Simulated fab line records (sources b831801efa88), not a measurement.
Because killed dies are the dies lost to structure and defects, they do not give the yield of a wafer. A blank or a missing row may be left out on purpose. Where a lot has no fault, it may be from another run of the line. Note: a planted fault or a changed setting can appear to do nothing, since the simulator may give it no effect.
Which tool was responsible? | flow sky130 | 11 lots with 33 wafers sampled at 5 steps, on a route of 708 steps

== WHAT EACH GAUGE READ, for each wafer ==
SKY_SONOS_ONO_THK_MEAS_03.
lot  | measured     | on            | SONOS_ONO_CVD_02_THK (nm)
L640 | day 11 11:20 | film-metro-01 | 10.36 10.16 10.35
L642 | day 12 09:08 | film-metro-04 | 10.47 10.41 10.54
L644 | day 12 18:04 | film-metro-01 | 10.75 10.77 10.61
L646 | day 13 13:22 | film-metro-01 | 10.58 10.59 10.55
L647 | day 13 17:41 | film-metro-03 | 10.54 10.57 10.56
L648 | day 14 00:04 | film-metro-04 | 10.36 10.48 10.43
L650 | day 14 17:49 | film-metro-04 | 10.71 10.69 10.51
L651 | day 15 00:01 | film-metro-03 | 10.70 10.68 10.65
L658 | day 17 17:29 | film-metro-04 | 10.54 10.56 10.71
L661 | day 18 12:30 | film-metro-04 | 10.33 10.37 10.48
L662 | day 18 19:11 | film-metro-04 | 10.66 10.57 10.57

SKY_GATE_OXIDE_OVL_MEAS_10.
lot  | measured     | on         | GATE_OXIDE_OVL (nm)
L640 | day 13 16:46 | overlay-01 | -1.1 -0.5 0.3
L642 | day 14 15:19 | overlay-01 | -0.6 -0.7 -0.6
L644 | day 15 02:01 | overlay-01 | -1.5 -1.6 0.3
L646 | day 15 22:29 | overlay-01 | 1.3 0.7 3.3
L647 | day 16 02:34 | overlay-02 | 0.7 2.0 1.7
L648 | day 16 10:35 | overlay-01 | 1.0 0.5 0.8
L650 | day 17 04:04 | overlay-02 | 0.0 0.8 1.5
L651 | day 17 10:47 | overlay-01 | -0.6 1.0 0.7
L658 | day 20 11:20 | overlay-02 | -0.4 -0.2 -2.2
L661 | day 21 04:56 | overlay-02 | -0.1 -0.3 0.8
L662 | day 21 11:47 | overlay-02 | 1.9 2.5 0.8

SKY_LDD_P_CD_MEAS_07: the cd target is 380 nm.
lot  | measured     | on        | cd-nm (nm)
L640 | day 18 18:53 | cd-sem-02 | 375.6 378.8 375.7
L642 | day 20 00:23 | cd-sem-02 | 374.9 375.0 376.3
L644 | day 21 01:59 | cd-sem-02 | 381.3 383.7 380.1
L646 | day 21 10:29 | cd-sem-01 | 376.6 376.6 376.2
L647 | day 21 12:56 | cd-sem-01 | 382.6 380.6 380.2
L648 | day 21 21:45 | cd-sem-01 | 380.3 378.9 379.1
L650 | day 22 12:50 | cd-sem-01 | 374.5 377.2 377.6
L651 | day 22 21:07 | cd-sem-02 | 376.4 374.6 378.3
L658 | day 26 01:02 | cd-sem-02 | 381.0 365.8 379.9
L661 | day 26 13:17 | cd-sem-01 | 382.9 383.8 383.9
L662 | day 26 17:35 | cd-sem-02 | 379.5 378.4 379.1

== WHICH TOOL RAN EACH LOT (tool, then ch and the chambers of the sampled wafers, then the start) ==
lot  | SKY_SONOS_ONO_STRIP_17               | SKY_LDD_P_COAT_02
L640 | plasma-asher-03 ch 0,1, day 12 12:45 | litho-track-03 ch 0, day 18 03:52
L642 | plasma-asher-02 ch 0, day 13 11:39   | litho-track-02 ch 0, day 19 08:32
L644 | plasma-asher-02 ch 0,1, day 13 20:34 | litho-track-04 ch 0, day 20 09:56
L646 | plasma-asher-03 ch 0,1, day 14 16:50 | litho-track-02 ch 0, day 20 19:35
L647 | plasma-asher-02 ch 0,1, day 14 21:07 | litho-track-03 ch 0, day 20 22:05
L648 | plasma-asher-03 ch 0,1, day 15 04:39 | litho-track-03 ch 0, day 21 06:53
L650 | plasma-asher-02 ch 0,1, day 15 22:04 | litho-track-04 ch 0, day 21 21:08
L651 | plasma-asher-03 ch 0,1, day 16 04:41 | litho-track-04 ch 0, day 22 06:32
L658 | plasma-asher-03 ch 0,1, day 19 01:37 | litho-track-04 ch 0, day 25 10:08
L661 | plasma-asher-04 ch 0,1, day 19 20:58 | litho-track-02 ch 0, day 25 22:20
L662 | plasma-asher-03 ch 0,1, day 20 03:47 | litho-track-02 ch 0, day 26 03:30
- SKY_SONOS_ONO_STRIP_17: strips in O2/N2.
- SKY_LDD_P_COAT_02: resist thk 1140 nm.

== AS READ BY THE TOOLS THEMSELVES (means over the sampled wafers that have a number; for cases with no such wafer, the mark the record gives instead) ==
SKY_SONOS_ONO_STRIP_17.
lot  | tool            | drypump-motor-current-A (A) | oes-product-au (a.u.) | strip-time-to-endpoint-s (s)
L640 | plasma-asher-03 | 5.7                         | 0.705                 | 14.07
L642 | plasma-asher-02 | 5.4                         | 0.707                 | 14.08
L644 | plasma-asher-02 | 5.6                         | 0.709                 | 14.10
L646 | plasma-asher-03 | 5.7                         | 0.711                 | 14.05
L647 | plasma-asher-02 | 5.6                         | 0.708                 | 14.13
L648 | plasma-asher-03 | 5.7                         | 0.712                 | 14.05
L650 | plasma-asher-02 | 5.6                         | 0.709                 | 14.15
L651 | plasma-asher-03 | 5.7                         | 0.708                 | 14.05
L658 | plasma-asher-03 | 5.4                         | 0.712                 | 14.08
L661 | plasma-asher-04 | 6.0                         | 0.709                 | 14.10
L662 | plasma-asher-03 | 5.4                         | 0.708                 | 14.13

SKY_LDD_P_COAT_02.
lot  | tool           | resist-line-temp-C (C)
L640 | litho-track-03 | 22.98
L642 | litho-track-02 | 23.10
L644 | litho-track-04 | 22.91
L646 | litho-track-02 | 23.03
L647 | litho-track-03 | 23.00
L648 | litho-track-03 | 22.90
L650 | litho-track-04 | 23.10
L651 | litho-track-04 | 23.05
L658 | litho-track-04 | 22.83
L661 | litho-track-02 | 22.99
L662 | litho-track-02 | 22.99

== THE ANSWER, worked out from the rows above alone ==
Rule: usual is defined by the lots themselves. The widest of any qualifying gaps counts: lots, ordered by their means at a reading, are off when they make up no more than a third of the lots, leave a main group of 4 or more, and stand apart from it by 3 or more times the standard deviation of that group's means. If all means in a main group match to the digits the tables above print for the reading, that group is not used. Also off: a lot with no number at a reading for which 4 or more lots have one. The other lots that the step has rows for count as sound. After the gauges, taken in route order, come the tools' own readings; for these a lot's mean is taken, as printed above. At the first step where some lot is off, the reading lying furthest off is the one used; lots without a number count as furthest.
Across all readings shown, no lot is off: no conclusion can be drawn from this.

== WHAT WAS PUT IN BY THE SIMULATOR ==
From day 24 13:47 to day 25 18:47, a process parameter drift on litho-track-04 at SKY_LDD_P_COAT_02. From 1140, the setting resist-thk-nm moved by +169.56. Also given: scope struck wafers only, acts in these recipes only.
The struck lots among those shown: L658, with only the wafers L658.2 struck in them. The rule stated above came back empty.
